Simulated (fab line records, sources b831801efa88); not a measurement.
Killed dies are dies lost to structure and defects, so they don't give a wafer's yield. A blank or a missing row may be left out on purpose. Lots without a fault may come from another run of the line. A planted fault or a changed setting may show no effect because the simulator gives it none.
Which tool did it? | flow sky130 | 6 lots, 18 wafers sampled, at 2 steps of a route of 708

WHAT THE GAUGES READ, wafer by wafer
SKY_CAPM_THK_MEAS_01.
lot  | measured     | on            | CAPM_CVD_00_THK (nm)
L832 | day 36 21:23 | film_metro-01 | 15.46 15.71 15.82
L837 | day 39 01:32 | film_metro-02 | 14.81 15.67 15.26
L840 | day 39 19:48 | film_metro-04 | 15.50 15.81 15.69
L843 | day 40 16:13 | film_metro-02 | 15.35 15.48 15.29
L846 | day 41 06:23 | film_metro-01 | 15.41 15.34 15.53
L852 | day 43 02:41 | film_metro-04 | 15.43 15.66 15.62

WHICH TOOL RAN EACH LOT (tool, then ch and the chambers of the sampled wafers, then the start)
lot  | SKY_METAL3_SPUTTER_04
L832 | pvd_sputter-04, day 36 21:19
L837 | pvd_sputter-01, day 39 01:26
L840 | pvd_sputter-01, day 39 19:43
L843 | pvd_sputter-01, day 40 16:08
L846 | pvd_sputter-04, day 41 06:19
L852 | pvd_sputter-04, day 43 02:35
- SKY_METAL3_SPUTTER_04: material TiN, target thk 70 nm, time 58.3 s.

THE ANSWER, worked out from the rows above alone
Rule: what is usual is taken from the lots themselves. Put in order of their means at a reading, lots are off if they are a third of the lots or fewer, leave a main group of 4 or more, and stand apart from it by a gap of 3 or more times the standard deviation of the main group's means; of several such gaps the widest counts. A main group whose means are all the same, to the digits that the tables above print for the reading, isn't used. A lot without any number at a reading at which 4 lots or more have one is off too. The other lots that the step has rows for count as sound.
No lot is off at any reading shown: from this, nothing can be told.

WHAT THE SIMULATOR HAD PUT IN
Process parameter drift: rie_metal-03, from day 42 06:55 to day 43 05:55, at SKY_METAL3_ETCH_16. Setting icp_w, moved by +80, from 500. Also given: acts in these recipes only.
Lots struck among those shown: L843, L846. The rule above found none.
